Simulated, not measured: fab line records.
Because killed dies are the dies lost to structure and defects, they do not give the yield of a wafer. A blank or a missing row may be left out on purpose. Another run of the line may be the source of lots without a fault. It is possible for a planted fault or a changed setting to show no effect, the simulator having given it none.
Which tool did it? :: flow gf180mcu :: 24 lots with 72 wafers sampled at 6 steps, on a route of 602 steps

WHAT EACH GAUGE READ, for each wafer
GF_V2_BOW_MEAS_05.
lot: L074
measured: day 19 02:37
on: filmMetro-02
V2_BOW (um): 119 104 110

lot: L075
measured: day 19 11:41
on: filmMetro-03
V2_BOW (um): 92 95 95

lot: L076
measured: day 20 02:01
on: filmMetro-04
V2_BOW (um): 92 102 103

lot: L077
measured: day 20 08:46
on: filmMetro-03
V2_BOW (um): 99 95 87

lot: L078
measured: day 20 21:46
on: filmMetro-03
V2_BOW (um): 89 97 112

lot: L079
measured: day 21 05:15
on: filmMetro-04
V2_BOW (um): 112 100 87

lot: L080
measured: day 21 16:08
on: filmMetro-03
V2_BOW (um): 93 91 96

lot: L081
measured: day 22 05:02
on: filmMetro-03
V2_BOW (um): 104 104 102

lot: L082
measured: day 22 05:18
on: filmMetro-02
V2_BOW (um): 109 83 101

lot: L083
measured: day 22 22:24
on: filmMetro-02
V2_BOW (um): 92 112 94

lot: L084
measured: day 23 06:34
on: filmMetro-02
V2_BOW (um): 103 102 106

lot: L085
measured: day 23 07:53
on: filmMetro-02
V2_BOW (um): 86 102 102

lot: L086
measured: day 23 16:37
on: filmMetro-02
V2_BOW (um): 107 105 101

lot: L087
measured: day 23 23:28
on: filmMetro-04
V2_BOW (um): 106 99 103

lot: L088
measured: day 24 12:05
on: filmMetro-02
V2_BOW (um): 90 91 89

lot: L089
measured: day 24 17:46
on: filmMetro-04
V2_BOW (um): 89 92 99

lot: L090
measured: day 25 08:11
on: filmMetro-04
V2_BOW (um): 100 97 114

lot: L091
measured: day 25 09:52
on: filmMetro-02
V2_BOW (um): 96 98 94

lot: L092
measured: day 25 15:37
on: filmMetro-02
V2_BOW (um): 93 97 107

lot: L093
measured: day 26 01:49
on: filmMetro-03
V2_BOW (um): 97 97 96

lot: L094
measured: day 26 10:24
on: filmMetro-04
V2_BOW (um): 90 90 90

lot: L095
measured: day 26 21:18
on: filmMetro-03
V2_BOW (um): 103 105 96

lot: L096
measured: day 26 23:28
on: filmMetro-04
V2_BOW (um): 103 107 105

lot: L097
measured: day 27 02:26
on: filmMetro-04
V2_BOW (um): 94 92 89

GF_MIM_THK_MEAS_11: measures by xrf.
lot: L074
measured: day 24 07:41
on: filmMetro-02
MIM_ALCU_THK (nm): 198.6 199.6 200.1

lot: L075
measured: day 24 15:35
on: filmMetro-01
MIM_ALCU_THK (nm): 200.7 200.1 202.3

lot: L076
measured: day 25 04:24
on: filmMetro-01
MIM_ALCU_THK (nm): 199.2 200.1 200.7

lot: L077
measured: day 25 10:19
on: filmMetro-04
MIM_ALCU_THK (nm): 196.5 197.9 197.2

lot: L078
measured: day 26 00:55
on: filmMetro-02
MIM_ALCU_THK (nm): 199.1 196.1 197.5

lot: L079
measured: day 26 06:20
on: filmMetro-01
MIM_ALCU_THK (nm): 200.8 199.1 197.0

lot: L080
measured: day 26 14:44
on: filmMetro-01
MIM_ALCU_THK (nm): 196.2 197.8 198.2

lot: L081
measured: day 27 02:34
on: filmMetro-02
MIM_ALCU_THK (nm): 200.9 202.4 202.0

lot: L082
measured: day 27 02:17
on: filmMetro-04
MIM_ALCU_THK (nm): 197.5 199.3 199.8

lot: L083
measured: day 27 18:51
on: filmMetro-01
MIM_ALCU_THK (nm): 196.3 196.0 195.2

lot: L084
measured: day 28 02:55
on: filmMetro-02
MIM_ALCU_THK (nm): 200.8 201.5 200.0

lot: L085
measured: day 28 03:49
on: filmMetro-04
MIM_ALCU_THK (nm): 199.6 199.3 201.9

lot: L086
measured: day 28 08:36
on: filmMetro-01
MIM_ALCU_THK (nm): 197.5 196.8 197.9

lot: L087
measured: day 28 17:46
on: filmMetro-04
MIM_ALCU_THK (nm): 200.2 198.7 198.8

lot: L088
measured: day 29 00:58
on: filmMetro-04
MIM_ALCU_THK (nm): 200.4 200.1 201.8

lot: L089
measured: day 29 08:01
on: filmMetro-01
MIM_ALCU_THK (nm): 197.2 199.4 197.8

lot: L090
measured: day 29 20:26
on: filmMetro-01
MIM_ALCU_THK (nm): 198.6 199.9 200.2

lot: L091
measured: day 29 22:26
on: filmMetro-01
MIM_ALCU_THK (nm): 200.2 202.1 199.1

lot: L092
measured: day 30 04:32
on: filmMetro-04
MIM_ALCU_THK (nm): 201.3 197.6 200.6

lot: L093
measured: day 30 12:00
on: filmMetro-04
MIM_ALCU_THK (nm): 202.1 201.0 198.9

lot: L094
measured: day 30 18:16
on: filmMetro-04
MIM_ALCU_THK (nm): 196.4 196.6 197.3

lot: L095
measured: day 31 04:53
on: filmMetro-02
MIM_ALCU_THK (nm): 203.3 204.1 203.8

lot: L096
measured: day 31 07:16
on: filmMetro-01
MIM_ALCU_THK (nm): 199.4 195.4 196.6

lot: L097
measured: day 31 08:57
on: filmMetro-01
MIM_ALCU_THK (nm): 198.6 198.5 197.1

WHAT TOOL EACH LOT RAN ON (gives the tool, then ch and the chambers of the sampled wafers, and finally the start)
lot: L074
GF_V2_ETCH_17: rieDiel-01 ch 1,2,3, day 24 05:55 or earlier
GF_V4_STRIP_18: plasmaAsher-01 ch 0,1, day 24 05:55
GF_MIM_SPUTTER_00: pvdSputter-02, day 24 07:08
GF_MIM_SPUTTER_09: pvdSputter-03, day 24 07:32

lot: L075
GF_V2_ETCH_17: rieDiel-03 ch 1,3, day 24 13:43 or earlier
GF_V4_STRIP_18: plasmaAsher-03 ch 0,1, day 24 13:43
GF_MIM_SPUTTER_00: pvdSputter-02, day 24 15:02
GF_MIM_SPUTTER_09: pvdSputter-04, day 24 15:26

lot: L076
GF_V2_ETCH_17: rieDiel-02 ch 0,2,3, day 25 02:37 or earlier
GF_V4_STRIP_18: plasmaAsher-03 ch 1, day 25 02:37
GF_MIM_SPUTTER_00: pvdSputter-02, day 25 03:52
GF_MIM_SPUTTER_09: pvdSputter-04, day 25 04:15

lot: L077
GF_V2_ETCH_17: rieDiel-03 ch 0,3, day 25 08:31 or earlier
GF_V4_STRIP_18: plasmaAsher-02 ch 0,1, day 25 08:31
GF_MIM_SPUTTER_00: pvdSputter-03, day 25 09:46
GF_MIM_SPUTTER_09: pvdSputter-02, day 25 10:10

lot: L078
GF_V2_ETCH_17: rieDiel-03 ch 0,1,2, day 25 23:01 or earlier
GF_V4_STRIP_18: plasmaAsher-03 ch 0,1, day 25 23:01
GF_MIM_SPUTTER_00: pvdSputter-04, day 26 00:22
GF_MIM_SPUTTER_09: pvdSputter-03, day 26 00:46

lot: L079
GF_V2_ETCH_17: rieDiel-02 ch 1,2, day 26 04:28 or earlier
GF_V4_STRIP_18: plasmaAsher-03 ch 0,1, day 26 04:28
GF_MIM_SPUTTER_00: pvdSputter-02, day 26 05:43
GF_MIM_SPUTTER_09: pvdSputter-03, day 26 06:08

lot: L080
GF_V2_ETCH_17: rieDiel-01 ch 0,1,3, day 26 12:56 or earlier
GF_V4_STRIP_18: plasmaAsher-03 ch 0,1, day 26 12:56
GF_MIM_SPUTTER_00: pvdSputter-03, day 26 14:10
GF_MIM_SPUTTER_09: pvdSputter-04, day 26 14:35

lot: L081
GF_V2_ETCH_17: rieDiel-01 ch 0,1,3, day 27 00:23 or earlier
GF_V4_STRIP_18: plasmaAsher-02 ch 0,1, day 27 00:23
GF_MIM_SPUTTER_00: pvdSputter-02, day 27 01:59
GF_MIM_SPUTTER_09: pvdSputter-04, day 27 02:23

lot: L082
GF_V2_ETCH_17: rieDiel-02 ch 1,3, day 27 00:28 or earlier
GF_V4_STRIP_18: plasmaAsher-01 ch 0,1, day 27 00:28
GF_MIM_SPUTTER_00: pvdSputter-03, day 27 01:41
GF_MIM_SPUTTER_09: pvdSputter-03, day 27 02:07

lot: L083
GF_V2_ETCH_17: rieDiel-02 ch 0,1, day 27 17:05 or earlier
GF_V4_STRIP_18: plasmaAsher-02 ch 0,1, day 27 17:05
GF_MIM_SPUTTER_00: pvdSputter-04, day 27 18:18
GF_MIM_SPUTTER_09: pvdSputter-02, day 27 18:41

lot: L084
GF_V2_ETCH_17: rieDiel-01 ch 0,1,3, day 28 01:08 or earlier
GF_V4_STRIP_18: plasmaAsher-02 ch 0,1, day 28 01:08
GF_MIM_SPUTTER_00: pvdSputter-02, day 28 02:21
GF_MIM_SPUTTER_09: pvdSputter-03, day 28 02:45

lot: L085
GF_V2_ETCH_17: rieDiel-01 ch 0,1, day 28 02:04 or earlier
GF_V4_STRIP_18: plasmaAsher-02 ch 1, day 28 02:04
GF_MIM_SPUTTER_00: pvdSputter-03, day 28 03:17
GF_MIM_SPUTTER_09: pvdSputter-04, day 28 03:40

lot: L086
GF_V2_ETCH_17: rieDiel-02 ch 1,2,3, day 28 06:50 or earlier
GF_V4_STRIP_18: plasmaAsher-03 ch 0,1, day 28 06:50
GF_MIM_SPUTTER_00: pvdSputter-03, day 28 08:03
GF_MIM_SPUTTER_09: pvdSputter-02, day 28 08:27

lot: L087
GF_V2_ETCH_17: rieDiel-01 ch 1,3, day 28 15:59 or earlier
GF_V4_STRIP_18: plasmaAsher-03 ch 0,1, day 28 15:59
GF_MIM_SPUTTER_00: pvdSputter-03, day 28 17:12
GF_MIM_SPUTTER_09: pvdSputter-04, day 28 17:35

lot: L088
GF_V2_ETCH_17: rieDiel-03 ch 0,1,2, day 28 23:12 or earlier
GF_V4_STRIP_18: plasmaAsher-01 ch 0,1, day 28 23:12
GF_MIM_SPUTTER_00: pvdSputter-02, day 29 00:26
GF_MIM_SPUTTER_09: pvdSputter-04, day 29 00:49

lot: L089
GF_V2_ETCH_17: rieDiel-03 ch 0,2,3, day 29 06:16 or earlier
GF_V4_STRIP_18: plasmaAsher-02 ch 0,1, day 29 06:16
GF_MIM_SPUTTER_00: pvdSputter-04, day 29 07:29
GF_MIM_SPUTTER_09: pvdSputter-02, day 29 07:52

lot: L090
GF_V2_ETCH_17: rieDiel-02 ch 1,2,3, day 29 18:38 or earlier
GF_V4_STRIP_18: plasmaAsher-03 ch 0,1, day 29 18:38
GF_MIM_SPUTTER_00: pvdSputter-03, day 29 19:52
GF_MIM_SPUTTER_09: pvdSputter-02, day 29 20:15

lot: L091
GF_V2_ETCH_17: rieDiel-01 ch 0,1, day 29 20:41 or earlier
GF_V4_STRIP_18: plasmaAsher-01 ch 0,1, day 29 20:41
GF_MIM_SPUTTER_00: pvdSputter-03, day 29 21:54
GF_MIM_SPUTTER_09: pvdSputter-04, day 29 22:17

lot: L092
GF_V2_ETCH_17: rieDiel-02 ch 0,1,3, day 30 02:47 or earlier
GF_V4_STRIP_18: plasmaAsher-01 ch 0,1, day 30 02:47
GF_MIM_SPUTTER_00: pvdSputter-04, day 30 04:00
GF_MIM_SPUTTER_09: pvdSputter-02, day 30 04:23

lot: L093
GF_V2_ETCH_17: rieDiel-01 ch 0,1,3, day 30 10:08 or earlier
GF_V4_STRIP_18: plasmaAsher-03 ch 0,1, day 30 10:08
GF_MIM_SPUTTER_00: pvdSputter-04, day 30 11:26
GF_MIM_SPUTTER_09: pvdSputter-03, day 30 11:49

lot: L094
GF_V2_ETCH_17: rieDiel-03 ch 0,3, day 30 16:23 or earlier
GF_V4_STRIP_18: plasmaAsher-01 ch 0,1, day 30 16:23
GF_MIM_SPUTTER_00: pvdSputter-04, day 30 17:42
GF_MIM_SPUTTER_09: pvdSputter-03, day 30 18:05

lot: L095
GF_V2_ETCH_17: rieDiel-02 ch 1,2,3, day 31 03:06 or earlier
GF_V4_STRIP_18: plasmaAsher-02 ch 0,1, day 31 03:06
GF_MIM_SPUTTER_00: pvdSputter-02, day 31 04:20
GF_MIM_SPUTTER_09: pvdSputter-04, day 31 04:44

lot: L096
GF_V2_ETCH_17: rieDiel-02 ch 1,2,3, day 31 05:28 or earlier
GF_V4_STRIP_18: plasmaAsher-03 ch 0,1, day 31 05:28
GF_MIM_SPUTTER_00: pvdSputter-04, day 31 06:43
GF_MIM_SPUTTER_09: pvdSputter-02, day 31 07:06

lot: L097
GF_V2_ETCH_17: rieDiel-01 ch 1,2, day 31 07:10 or earlier
GF_V4_STRIP_18: plasmaAsher-03 ch 0,1, day 31 07:10
GF_MIM_SPUTTER_00: pvdSputter-03, day 31 08:25
GF_MIM_SPUTTER_09: pvdSputter-04, day 31 08:48
- GF_V2_ETCH_17: etches SiO2 in C4F8/O2/Ar, stops on TiN, target depth 630 nm.
- GF_V4_STRIP_18: strips in O2/N2.
- GF_MIM_SPUTTER_00: material Ti, target thk 37.5 nm, time 150 s.
- GF_MIM_SPUTTER_09: material TiN, target thk 35 nm, time 27.99 s.

WHAT THE TOOLS THEMSELVES READ (means of the sampled wafers that have a number; where no wafer has one, the mark that the record gives instead)
GF_V2_ETCH_17.
lot: L074
tool: rieDiel-01
chamberPressureMTorr (mTorr): 40.00
oesProductAu (a.u.): 0.853

lot: L075
tool: rieDiel-03
chamberPressureMTorr (mTorr): 39.97
oesProductAu (a.u.): 0.856

lot: L076
tool: rieDiel-02
chamberPressureMTorr (mTorr): 39.99
oesProductAu (a.u.): 0.856

lot: L077
tool: rieDiel-03
chamberPressureMTorr (mTorr): 40.00
oesProductAu (a.u.): 0.851

lot: L078
tool: rieDiel-03
chamberPressureMTorr (mTorr): 40.01
oesProductAu (a.u.): 0.855

lot: L079
tool: rieDiel-02
chamberPressureMTorr (mTorr): 40.02
oesProductAu (a.u.): 0.856

lot: L080
tool: rieDiel-01
chamberPressureMTorr (mTorr): 39.99
oesProductAu (a.u.): 0.856

lot: L081
tool: rieDiel-01
chamberPressureMTorr (mTorr): 40.00
oesProductAu (a.u.): 0.853

lot: L082
tool: rieDiel-02
chamberPressureMTorr (mTorr): 39.97
oesProductAu (a.u.): 0.859

lot: L083
tool: rieDiel-02
chamberPressureMTorr (mTorr): 40.02
oesProductAu (a.u.): 0.858

lot: L084
tool: rieDiel-01
chamberPressureMTorr (mTorr): 39.99
oesProductAu (a.u.): 0.857

lot: L085
tool: rieDiel-01
chamberPressureMTorr (mTorr): 40.01
oesProductAu (a.u.): 0.857

lot: L086
tool: rieDiel-02
chamberPressureMTorr (mTorr): 39.97
oesProductAu (a.u.): 0.859

lot: L087
tool: rieDiel-01
chamberPressureMTorr (mTorr): 40.02
oesProductAu (a.u.): 0.857

lot: L088
tool: rieDiel-03
chamberPressureMTorr (mTorr): 39.95
oesProductAu (a.u.): 0.852

lot: L089
tool: rieDiel-03
chamberPressureMTorr (mTorr): 40.01
oesProductAu (a.u.): 0.853

lot: L090
tool: rieDiel-02
chamberPressureMTorr (mTorr): 40.01
oesProductAu (a.u.): 0.854

lot: L091
tool: rieDiel-01
chamberPressureMTorr (mTorr): 40.01
oesProductAu (a.u.): 0.859

lot: L092
tool: rieDiel-02
chamberPressureMTorr (mTorr): 39.99
oesProductAu (a.u.): 0.854

lot: L093
tool: rieDiel-01
chamberPressureMTorr (mTorr): 39.95
oesProductAu (a.u.): 0.855

lot: L094
tool: rieDiel-03
chamberPressureMTorr (mTorr): 40.03
oesProductAu (a.u.): 0.856

lot: L095
tool: rieDiel-02
chamberPressureMTorr (mTorr): 40.03
oesProductAu (a.u.): 0.858

lot: L096
tool: rieDiel-02
chamberPressureMTorr (mTorr): 40.00
oesProductAu (a.u.): 0.855

lot: L097
tool: rieDiel-01
chamberPressureMTorr (mTorr): 40.02
oesProductAu (a.u.): 0.853

GF_V4_STRIP_18.
lot: L074
tool: plasmaAsher-01
chamberPressureMTorr (mTorr): 1499.4
drypumpMotorCurrentA (A): 6.4
heaterPowerW (W): 340
o2FlowSccm (sccm): 2997
oesProductAu (a.u.): 0.593

lot: L075
tool: plasmaAsher-03
chamberPressureMTorr (mTorr): 1499.6
drypumpMotorCurrentA (A): 4.9
heaterPowerW (W): 307
o2FlowSccm (sccm): 2996
oesProductAu (a.u.): 0.585

lot: L076
tool: plasmaAsher-03
chamberPressureMTorr (mTorr): 1500.3
drypumpMotorCurrentA (A): 5.0
heaterPowerW (W): 306
o2FlowSccm (sccm): 2997
oesProductAu (a.u.): 0.596

lot: L077
tool: plasmaAsher-02
chamberPressureMTorr (mTorr): 1499.1
drypumpMotorCurrentA (A): 6.2
heaterPowerW (W): 355
o2FlowSccm (sccm): 3005
oesProductAu (a.u.): 0.589

lot: L078
tool: plasmaAsher-03
chamberPressureMTorr (mTorr): 1499.1
drypumpMotorCurrentA (A): 4.9
heaterPowerW (W): 306
o2FlowSccm (sccm): 2997
oesProductAu (a.u.): 0.588

lot: L079
tool: plasmaAsher-03
chamberPressureMTorr (mTorr): 1499.6
drypumpMotorCurrentA (A): 5.0
heaterPowerW (W): 305
o2FlowSccm (sccm): 2990
oesProductAu (a.u.): 0.590

lot: L080
tool: plasmaAsher-03
chamberPressureMTorr (mTorr): 1500.2
drypumpMotorCurrentA (A): 4.9
heaterPowerW (W): 306
o2FlowSccm (sccm): 3000
oesProductAu (a.u.): 0.590

lot: L081
tool: plasmaAsher-02
chamberPressureMTorr (mTorr): 1500.6
drypumpMotorCurrentA (A): 6.1
heaterPowerW (W): 333
o2FlowSccm (sccm): 2992
oesProductAu (a.u.): 0.592

lot: L082
tool: plasmaAsher-01
chamberPressureMTorr (mTorr): 1501.0
drypumpMotorCurrentA (A): 6.0
heaterPowerW (W): 354
o2FlowSccm (sccm): 3004
oesProductAu (a.u.): 0.590

lot: L083
tool: plasmaAsher-02
chamberPressureMTorr (mTorr): 1499.9
drypumpMotorCurrentA (A): 6.2
heaterPowerW (W): 354
o2FlowSccm (sccm): 2999
oesProductAu (a.u.): 0.591

lot: L084
tool: plasmaAsher-02
chamberPressureMTorr (mTorr): 1498.0
drypumpMotorCurrentA (A): 6.2
heaterPowerW (W): 359
o2FlowSccm (sccm): 2999
oesProductAu (a.u.): 0.587

lot: L085
tool: plasmaAsher-02
chamberPressureMTorr (mTorr): 1499.7
drypumpMotorCurrentA (A): 6.0
heaterPowerW (W): 321
o2FlowSccm (sccm): 3018
oesProductAu (a.u.): 0.590

lot: L086
tool: plasmaAsher-03
chamberPressureMTorr (mTorr): 1498.1
drypumpMotorCurrentA (A): 5.0
heaterPowerW (W): 304
o2FlowSccm (sccm): 2987
oesProductAu (a.u.): 0.596

lot: L087
tool: plasmaAsher-03
chamberPressureMTorr (mTorr): 1500.5
drypumpMotorCurrentA (A): 4.9
heaterPowerW (W): 303
o2FlowSccm (sccm): 3002
oesProductAu (a.u.): 0.592

lot: L088
tool: plasmaAsher-01
chamberPressureMTorr (mTorr): 1500.5
drypumpMotorCurrentA (A): 6.0
heaterPowerW (W): 363
o2FlowSccm (sccm): 3004
oesProductAu (a.u.): 0.592

lot: L089
tool: plasmaAsher-02
chamberPressureMTorr (mTorr): 1499.8
drypumpMotorCurrentA (A): 6.2
heaterPowerW (W): 355
o2FlowSccm (sccm): 2997
oesProductAu (a.u.): 0.589

lot: L090
tool: plasmaAsher-03
chamberPressureMTorr (mTorr): 1499.2
drypumpMotorCurrentA (A): 4.9
heaterPowerW (W): 302
o2FlowSccm (sccm): 2997
oesProductAu (a.u.): 0.590

lot: L091
tool: plasmaAsher-01
chamberPressureMTorr (mTorr): 1500.1
drypumpMotorCurrentA (A): 6.0
heaterPowerW (W): 360
o2FlowSccm (sccm): 3005
oesProductAu (a.u.): 0.595

lot: L092
tool: plasmaAsher-01
chamberPressureMTorr (mTorr): 1499.0
drypumpMotorCurrentA (A): 6.4
heaterPowerW (W): 345
o2FlowSccm (sccm): 2995
oesProductAu (a.u.): 0.594

lot: L093
tool: plasmaAsher-03
chamberPressureMTorr (mTorr): 1499.9
drypumpMotorCurrentA (A): 4.9
heaterPowerW (W): 305
o2FlowSccm (sccm): 2998
oesProductAu (a.u.): 0.595

lot: L094
tool: plasmaAsher-01
chamberPressureMTorr (mTorr): 1499.9
drypumpMotorCurrentA (A): 6.4
heaterPowerW (W): 346
o2FlowSccm (sccm): 3004
oesProductAu (a.u.): 0.589

lot: L095
tool: plasmaAsher-02
chamberPressureMTorr (mTorr): 1500.0
drypumpMotorCurrentA (A): 6.1
heaterPowerW (W): 335
o2FlowSccm (sccm): 2999
oesProductAu (a.u.): 0.590

lot: L096
tool: plasmaAsher-03
chamberPressureMTorr (mTorr): 1500.4
drypumpMotorCurrentA (A): 4.9
heaterPowerW (W): 302
o2FlowSccm (sccm): 3006
oesProductAu (a.u.): 0.590

lot: L097
tool: plasmaAsher-03
chamberPressureMTorr (mTorr): 1500.0
drypumpMotorCurrentA (A): 4.9
heaterPowerW (W): 310
o2FlowSccm (sccm): 3001
oesProductAu (a.u.): 0.594

GF_MIM_SPUTTER_00.
lot: L074
tool: pvdSputter-02
throttleValvePct (%): 29.7

lot: L075
tool: pvdSputter-02
throttleValvePct (%): 30.1

lot: L076
tool: pvdSputter-02
throttleValvePct (%): 30.0

lot: L077
tool: pvdSputter-03
throttleValvePct (%): 30.8

lot: L078
tool: pvdSputter-04
throttleValvePct (%): 28.9

lot: L079
tool: pvdSputter-02
throttleValvePct (%): 29.6

lot: L080
tool: pvdSputter-03
throttleValvePct (%): 31.7

lot: L081
tool: pvdSputter-02
throttleValvePct (%): 29.9

lot: L082
tool: pvdSputter-03
throttleValvePct (%): 29.7

lot: L083
tool: pvdSputter-04
throttleValvePct (%): 30.6

lot: L084
tool: pvdSputter-02
throttleValvePct (%): 29.7

lot: L085
tool: pvdSputter-03
throttleValvePct (%): 30.4

lot: L086
tool: pvdSputter-03
throttleValvePct (%): 31.4

lot: L087
tool: pvdSputter-03
throttleValvePct (%): 29.9

lot: L088
tool: pvdSputter-02
throttleValvePct (%): 30.1

lot: L089
tool: pvdSputter-04
throttleValvePct (%): 30.5

lot: L090
tool: pvdSputter-03
throttleValvePct (%): 31.3

lot: L091
tool: pvdSputter-03
throttleValvePct (%): 31.3

lot: L092
tool: pvdSputter-04
throttleValvePct (%): 30.1

lot: L093
tool: pvdSputter-04
throttleValvePct (%): 30.7

lot: L094
tool: pvdSputter-04
throttleValvePct (%): 29.8

lot: L095
tool: pvdSputter-02
throttleValvePct (%): 29.6

lot: L096
tool: pvdSputter-04
throttleValvePct (%): 29.3

lot: L097
tool: pvdSputter-03
throttleValvePct (%): 30.5

GF_MIM_SPUTTER_09.
lot: L074
tool: pvdSputter-03
throttleValvePct (%): 30.8

lot: L075
tool: pvdSputter-04
throttleValvePct (%): 29.3

lot: L076
tool: pvdSputter-04
throttleValvePct (%): 29.8

lot: L077
tool: pvdSputter-02
throttleValvePct (%): 29.6

lot: L078
tool: pvdSputter-03
throttleValvePct (%): 30.6

lot: L079
tool: pvdSputter-03
throttleValvePct (%): 30.6

lot: L080
tool: pvdSputter-04
throttleValvePct (%): 29.9

lot: L081
tool: pvdSputter-04
throttleValvePct (%): 30.2

lot: L082
tool: pvdSputter-03
throttleValvePct (%): 30.8

lot: L083
tool: pvdSputter-02
throttleValvePct (%): 30.0

lot: L084
tool: pvdSputter-03
throttleValvePct (%): 31.5

lot: L085
tool: pvdSputter-04
throttleValvePct (%): 29.9

lot: L086
tool: pvdSputter-02
throttleValvePct (%): 29.9

lot: L087
tool: pvdSputter-04
throttleValvePct (%): 28.9

lot: L088
tool: pvdSputter-04
throttleValvePct (%): 30.1

lot: L089
tool: pvdSputter-02
throttleValvePct (%): 30.1

lot: L090
tool: pvdSputter-02
throttleValvePct (%): 29.7

lot: L091
tool: pvdSputter-04
throttleValvePct (%): 29.7

lot: L092
tool: pvdSputter-02
throttleValvePct (%): 29.1

lot: L093
tool: pvdSputter-03
throttleValvePct (%): 30.8

lot: L094
tool: pvdSputter-03
throttleValvePct (%): 30.1

lot: L095
tool: pvdSputter-04
throttleValvePct (%): 29.9

lot: L096
tool: pvdSputter-02
throttleValvePct (%): 29.6

lot: L097
tool: pvdSputter-04
throttleValvePct (%): 30.5

THE ANSWER, worked out from the rows above alone
Rule: the usual values come from the lots themselves. Put in order of their means at a reading, lots are off if they are a third of the lots or fewer, leave a main group of 4 or more, and stand apart from it by a gap of 3 or more times the standard deviation of the main group's means; of several such gaps the widest counts. A main group is skipped when, at the precision printed for the reading in the tables above, its means are all equal. Also off: a lot with no number at a reading for which 4 or more lots have one. Any other lot the step has rows for is counted as sound. Order of review: gauges by route order, followed by the tools' own readings, for which a lot's mean as printed above is used. At the first step where some lot is off, the reading lying furthest off is the one used; lots without a number count as furthest.
No lot is off on any of the readings shown, so nothing can be concluded from this.

WHAT THE SIMULATOR HAD PUT IN
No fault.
